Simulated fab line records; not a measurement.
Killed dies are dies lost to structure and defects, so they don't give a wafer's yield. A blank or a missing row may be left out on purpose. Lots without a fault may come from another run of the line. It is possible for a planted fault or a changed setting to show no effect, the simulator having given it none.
Struck lot and sound lot, side by side || flow gf180mcu || 14 steps out of a route of 602
Sound: the wafers L465.2, L465.3, L465.5. Wafers L474.3, L474.4, L474.6 were the ones struck. The cause is named last.
For every step that has rows: the tool of each side, followed by ch and its chambers, followed by its first start. Under that, the readings that differ: sound wafers || struck wafers || difference of the means || sigmas: that difference in standard deviations of wafers without a fault.
alike: a reading whose means differ by less than 2 such deviations, as well as words and numbers matching on both sides. not compared: withheld readings; readings where some wafer has no value; bounds like >300 that might hide an equal value; numbers whose values overlap and for which the record gives no deviation.
The two part at a step that has a row with sigmas, a row that says differs or no value, or rows on one side only. Numbers that don't overlap but have no deviation are shown without sigmas and don't part them. Lack of a reading on every wafer of one side parts them only where that side has two or more wafers.

GF_HV_LDD_RTA_52: time 10 s.
  sound on rtpAnneal-01 ch 0, day 14 00:59; struck on rtpAnneal-02 ch 0, day 17 13:10
  alike: lampPowerPct, wafer_temp_C_max
GF_HV_LDD_RS_MEAS_53: uses a four-point probe to measure.
  sound on filmMetro-01, day 14 01:04; struck on filmMetro-04, day 17 13:15
  alike: HV_LDD_RS
then, 1 step without rows for these wafers: GF_HV_LDD_CVD_54 (deposits SiO2 from TEOS, target thk 10 nm, time 75 s).
GF_HV_LDD_THK_MEAS_55:
  sound on filmMetro-04, day 14 03:07; struck on filmMetro-01, day 17 14:22
  alike: HV_LDD_CVD_54_THK
then, 1 step without rows for these wafers: GF_HV_LDD_CVD_56 (deposits Si3N4 from DCS/NH3, target thk 90 nm, time 1543 s).
GF_HV_LDD_THK_MEAS_57:
  sound on filmMetro-03, day 14 04:37; struck on filmMetro-03, day 17 15:52
  alike: HV_LDD_CVD_56_THK
GF_HV_LDD_ETCHBACK_58: etches Si3N4 in CH3F/O2, stops on SiO2, time 100 s, target depth 90 nm.
  sound on rieDiel-03 ch 0,3, day 14 04:40; struck on rieDiel-04 ch 0,1, day 17 15:54
  alike: drypumpMotorCurrentA, oesProductAu, throttleValvePct
  not compared: rfHoursCounterH
then, 5 steps without rows for these wafers: GF_NSD_DEHYDRATE_00 (time 60 s); GF_NSD_HMDS_01 (prime time 60 s); GF_NSD_COAT_02 (resist thk 1000 nm); GF_NSD_SOFTBAKE_03 (time 60 s); GF_NSD_EXPOSE_04 (exposes mask Nplus, target cd 400 nm).
GF_NSD_PEB_05:
  struck on lithoTrack-02, day 18 14:19; sound on lithoTrack-02 ch 0, day 15 01:29
{"reading": "exhaustPa (Pa)", "sound": "44.0 45.2 44.1", "struck": "- - -", "difference": "no value on the struck wafers", "sigmas": ""}
  not compared: chillPlateTempC
then, 1 step without rows for these wafers: GF_NSD_DEVELOP_06 (develop time 60 s).

## WHERE THEY PART
Only at GF_NSD_PEB_05, within this record.

WHY: what had been put in by the simulator
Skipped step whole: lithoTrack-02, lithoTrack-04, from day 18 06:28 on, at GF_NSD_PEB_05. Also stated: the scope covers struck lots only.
